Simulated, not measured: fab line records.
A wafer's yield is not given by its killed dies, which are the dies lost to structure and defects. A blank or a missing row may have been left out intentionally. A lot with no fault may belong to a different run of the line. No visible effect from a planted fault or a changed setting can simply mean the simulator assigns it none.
Matching of chambers -- flow gf180mcu -- GF_V1_ETCH_16 on rie_diel-03: 4 sister chambers
The step etches BARC in N2/H2. 8 wafers are shown with their chamber, then 8 later ones without.

WAFERS WITH THEIR CHAMBER
wafer,chamber,drypump_motor_current_A (A),rf_fwd_power_W (W)
L078.4,0,5.9,496.2
L079.1,2,5.3,498.5
L079.3,0,5.9,494.4
L079.4,3,6.5,494.3
L081.1,1,5.8,498.4
L081.2,2,5.2,502.8
L081.6,1,5.8,494.5
L086.1,3,6.5,496.3

WAFERS WITH NO CHAMBER GIVEN
wafer,drypump_motor_current_A (A),rf_fwd_power_W (W)
L086.3,5.3,497.7
L086.5,6.5,491.3
L089.1,5.2,496.1
L089.3,5.8,495.1
L089.6,5.2,495.7
L090.3,5.9,497.6
L090.4,5.8,495.2
L090.5,6.6,495.5

EACH ONE'S CHAMBER
wafer,from the rows above,in truth
L086.3,2,2
L086.5,3,3
L089.1,2,2
L089.3,1,1
L089.6,2,2
L090.3,can't be placed: 0 or 1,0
L090.4,1,1
L090.5,3,3
Placed correctly: 7 of 8. Can't be placed from these rows: 1 (the true chamber is among the candidates in 1). 0 placed wrongly.
How it was worked out, from the rows above alone: a wafer's distance from a chamber is the root of the sum, over the readings, of the square of ((its reading less the chamber's mean) divided by the reading's scatter). The wafer belongs to the nearest chamber; if the next one is less than 2 further off, it can't be placed. The mean given for a chamber averages the wafers shown for that chamber. The scatter: the root of (the sum of the squares of (reading less its chamber's mean) over the shown wafers, divided by (wafers less chambers)).
